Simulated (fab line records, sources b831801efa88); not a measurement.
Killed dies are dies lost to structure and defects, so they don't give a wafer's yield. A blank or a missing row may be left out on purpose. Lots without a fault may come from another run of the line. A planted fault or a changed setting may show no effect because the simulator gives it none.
Which tool did it? | flow sky130 | 12 lots, 36 wafers sampled, at 5 steps of a route of 708

WHAT THE GAUGES READ, wafer by wafer
The record holds no reading of a measuring or inspecting step that can be judged against a usual standard deviation.

WHICH TOOL RAN EACH LOT (tool, then ch and the chambers of the sampled wafers, then the start)
lot  | SKY_POLY_GATE_ETCH_15              | SKY_CONTACT_SOFTBAKE_10           | SKY_CONTACT_CMP_27            | SKY_METAL2_ETCH_18                | SKY_PAD_OPEN_PROBE_99
L603 | rie_diel-03 ch 0,3, day 16 03:43   | litho_track-04 ch 0, day 30 18:00 | cmp-01 ch 0,1,2, day 31 09:37 | rie_metal-01 ch 0,1, day 34 21:51 | -
L604 | rie_diel-04 ch 0,3, day 16 12:28   | litho_track-04 ch 0, day 30 23:00 | cmp-02 ch 0,1,2, day 31 14:47 | rie_metal-03 ch 0,1, day 35 02:11 | -
L605 | rie_diel-03 ch 0,1,2, day 16 23:34 | litho_track-01 ch 0, day 31 14:00 | cmp-02 ch 1,2,3, day 32 04:41 | rie_metal-04 ch 0,1, day 35 15:42 | -
L609 | rie_diel-03 ch 1,2, day 18 19:04   | litho_track-04 ch 0, day 33 06:00 | cmp-02 ch 1,2,3, day 33 20:47 | rie_metal-01 ch 0,1, day 37 07:45 | -
L611 | rie_diel-03 ch 0,3, day 19 06:34   | litho_track-04 ch 0, day 33 16:00 | cmp-02 ch 0,1,3, day 34 06:57 | rie_metal-03 ch 0,1, day 37 17:23 | -
L617 | rie_diel-02 ch 1,2,3, day 22 00:10 | litho_track-03 ch 0, day 35 23:00 | cmp-01 ch 1,3, day 36 13:29   | rie_metal-01 ch 0,1, day 39 20:52 | prober-01, day 49 10:18
L616 | rie_diel-03 ch 0,1,3, day 22 00:55 | litho_track-03 ch 0, day 35 23:00 | cmp-02 ch 0,2, day 36 13:45   | rie_metal-04 ch 1, day 39 21:04   | -
L618 | rie_diel-02 ch 0,3, day 22 11:52   | litho_track-03 ch 0, day 36 07:00 | cmp-01 ch 1,2, day 36 21:26   | rie_metal-01 ch 1, day 40 05:33   | -
L621 | rie_diel-04 ch 0,2, day 23 03:07   | litho_track-01 ch 0, day 36 20:00 | cmp-01 ch 0,1,3, day 37 11:14 | rie_metal-01 ch 0,1, day 40 19:03 | -
L622 | rie_diel-02 ch 0,1,2, day 23 04:37 | litho_track-04 ch 0, day 36 22:00 | cmp-02 ch 0,1,2, day 37 12:47 | rie_metal-03 ch 0,1, day 40 21:21 | -
L624 | rie_diel-02 ch 1,2,3, day 23 22:16 | litho_track-04 ch 0, day 37 14:00 | cmp-01 ch 2,3, day 38 04:33   | rie_metal-04 ch 0,1, day 41 10:07 | -
L626 | rie_diel-02 ch 0,2,3, day 24 19:55 | litho_track-04 ch 0, day 38 11:00 | cmp-01 ch 0,1,3, day 39 00:48 | rie_metal-04 ch 0,1, day 42 06:39 | -
- SKY_POLY_GATE_ETCH_15: etches BARC in N2/H2, stops on SiO2, time 118.5 s, target depth 110 nm.
- SKY_CONTACT_SOFTBAKE_10: time 90 s.
- SKY_CONTACT_CMP_27: polishes, stops on SiO2, t overpolish 15 s, target thk 0 nm.
- SKY_METAL2_ETCH_18: etches BARC in N2/H2, stops on SiO2, time 45.9 s, target depth 60 nm.
- SKY_PAD_OPEN_PROBE_99

WHAT THE TOOLS THEMSELVES READ (means of the sampled wafers that have a number; where no wafer has one, the mark that the record gives instead)
SKY_POLY_GATE_ETCH_15. Usual: drypump_motor_current_A 5.9 A, standard deviation 0.42; oes_product_au 0.716 a.u., standard deviation 0.0048; throttle_valve_pct 13.214 %, standard deviation 0.0095.
lot  | tool        | drypump_motor_current_A (A) | oes_product_au (a.u.) | throttle_valve_pct (%) | flag
L603 | rie_diel-03 | 5.6                         | 0.714                 | 13.207                 |
L604 | rie_diel-04 | 5.7                         | 0.712                 | 13.211                 |
L605 | rie_diel-03 | 5.7                         | 0.712                 | 13.223                 |
L609 | rie_diel-03 | 5.9                         | 0.717                 | 13.226                 |
L611 | rie_diel-03 | 5.6                         | 0.715                 | 13.216                 |
L617 | rie_diel-02 | 5.8                         | 0.716                 | 13.215                 |
L616 | rie_diel-03 | 5.8                         | 0.718                 | 13.211                 |
L618 | rie_diel-02 | 5.9                         | 0.716                 | 13.221                 |
L621 | rie_diel-04 | 6.4                         | 0.719                 | 13.214                 |
L622 | rie_diel-02 | 5.9                         | 0.718                 | 13.206                 |
L624 | rie_diel-02 | 5.8                         | 0.714                 | 13.221                 |
L626 | rie_diel-02 | 6.1                         | 0.722                 | 13.224                 |

SKY_CONTACT_SOFTBAKE_10. Usual: heater_power_total_W 57.37 W, standard deviation 0.12; plate_temp_C 99.98 C, standard deviation 0.14.
lot  | tool           | heater_power_total_W (W) | plate_temp_C (C) | flag
L603 | litho_track-04 | 57.33                    | 99.95            |
L604 | litho_track-04 | 57.43                    | 99.84            |
L605 | litho_track-01 | 57.40                    | 99.87            |
L609 | litho_track-04 | 59.95                    | 103.23           | OFF
L611 | litho_track-04 | 59.89                    | 103.31           | OFF
L617 | litho_track-03 | 57.35                    | 99.81            |
L616 | litho_track-03 | 57.50                    | 99.95            |
L618 | litho_track-03 | 57.35                    | 100.02           |
L621 | litho_track-01 | 57.48                    | 99.90            |
L622 | litho_track-04 | 57.38                    | 100.15           |
L624 | litho_track-04 | 57.43                    | 100.15           |
L626 | litho_track-04 | 57.39                    | 100.02           |

SKY_CONTACT_CMP_27. Usual: edge_zone_pressure_frac 1.001, standard deviation 0.005; motor_current_A 11.6 A, standard deviation 1.3; overpolish_run_s 15.000 s, standard deviation 0.009; platen_rpm 60.00 rpm, standard deviation 0.044; slurry_filter_dp_kPa 13.51 kPa, standard deviation 0.13; time_to_endpoint_s 83 s, standard deviation 3.1.
lot  | tool   | edge_zone_pressure_frac | motor_current_A (A) | overpolish_run_s (s) | platen_rpm (rpm) | slurry_filter_dp_kPa (kPa) | time_to_endpoint_s (s) | flag
L603 | cmp-01 | 1.002                   | 10.9                | 14.997               | 60.01            | 13.50                      | 83                     |
L604 | cmp-02 | 1.005                   | 11.5                | 15.001               | 60.02            | 13.45                      | 88                     |
L605 | cmp-02 | 1.009                   | 10.4                | 14.998               | 59.99            | 13.61                      | 84                     |
L609 | cmp-02 | 1.000                   | 10.9                | 14.985               | 59.96            | 13.55                      | 83                     |
L611 | cmp-02 | 1.001                   | 11.3                | 15.003               | 60.02            | 13.58                      | 84                     |
L617 | cmp-01 | 0.998                   | 12.6                | 15.004               | 60.03            | 13.43                      | 85                     |
L616 | cmp-02 | 0.999                   | 11.6                | 14.998               | 59.99            | 13.55                      | 81                     |
L618 | cmp-01 | 1.002                   | 11.3                | 15.004               | 60.07            | 13.47                      | 87                     |
L621 | cmp-01 | 1.004                   | 11.5                | 15.003               | 60.06            | 13.51                      | 82                     |
L622 | cmp-02 | 1.007                   | 11.4                | 14.997               | 59.98            | 13.60                      | 85                     |
L624 | cmp-01 | 1.000                   | 12.6                | 15.004               | 60.03            | 13.52                      | 80                     |
L626 | cmp-01 | 1.003                   | 11.5                | 15.008               | 60.03            | 13.50                      | 83                     |

SKY_METAL2_ETCH_18. Usual: drypump_motor_current_A 5.9 A, standard deviation 0.52; oes_product_au 0.855 a.u., standard deviation 0.0049; throttle_valve_pct 13.225 %, standard deviation 0.0092.
lot  | tool         | drypump_motor_current_A (A) | oes_product_au (a.u.) | throttle_valve_pct (%) | flag
L603 | rie_metal-01 | 5.9                         | 0.856                 | 13.223                 |
L604 | rie_metal-03 | 6.2                         | 0.851                 | 13.229                 |
L605 | rie_metal-04 | 5.4                         | 0.858                 | 13.232                 |
L609 | rie_metal-01 | 5.9                         | 0.854                 | 13.225                 |
L611 | rie_metal-03 | 6.5                         | 0.856                 | 13.223                 |
L617 | rie_metal-01 | 5.9                         | 0.857                 | 13.228                 |
L616 | rie_metal-04 | 6.1                         | 0.856                 | 13.232                 |
L618 | rie_metal-01 | 6.3                         | 0.854                 | 13.227                 |
L621 | rie_metal-01 | 5.9                         | 0.851                 | 13.234                 |
L622 | rie_metal-03 | 6.5                         | 0.854                 | 13.226                 |
L624 | rie_metal-04 | 5.5                         | 0.854                 | 13.222                 |
L626 | rie_metal-04 | 5.8                         | 0.857                 | 13.223                 |

SKY_PAD_OPEN_PROBE_99. Usual: killed_at_M0_to_M3 43, standard deviation 6.7; killed_at_M4_up 3.2, standard deviation 1.9; killed_at_contacts 24, standard deviation 5.9; killed_at_front_end 15, standard deviation 4.1; killed_at_other 0.3, standard deviation 0.56; killed_dies 86, standard deviation 9.5; killed_open 47, standard deviation 7.4; killed_short 39, standard deviation 5.5.
lot  | tool      | killed_at_M0_to_M3 | killed_at_M4_up | killed_at_contacts | killed_at_front_end | killed_at_other | killed_dies | killed_open | killed_short | flag
L617 | prober-01 | 39                 | 1.7             | 28                 | 16                  | 0.7             | 86          | 44          | 42           |

THE ANSWER, worked out from the rows above alone
Rule: a lot is off if the mean of its wafers that have a number lies more than 3 standard deviations from the usual mean. A lot without any number at a reading at which 4 lots or more have one is off too. The other lots that the step has rows for count as sound. The gauges are gone through in route order, then the tools' own readings, and for those a lot's mean is taken as printed above. The first step at which some lot is off is used, and at that step the reading that is off furthest; a lot without a number counts as furthest.
Off: L609, L611, at SKY_CONTACT_SOFTBAKE_10 (plate_temp_C).
A tool fits if, at that step or a process step before it, it ran every lot that is off, and no sound lot after the first of them. None of those tried fits.

WHAT THE SIMULATOR HAD PUT IN
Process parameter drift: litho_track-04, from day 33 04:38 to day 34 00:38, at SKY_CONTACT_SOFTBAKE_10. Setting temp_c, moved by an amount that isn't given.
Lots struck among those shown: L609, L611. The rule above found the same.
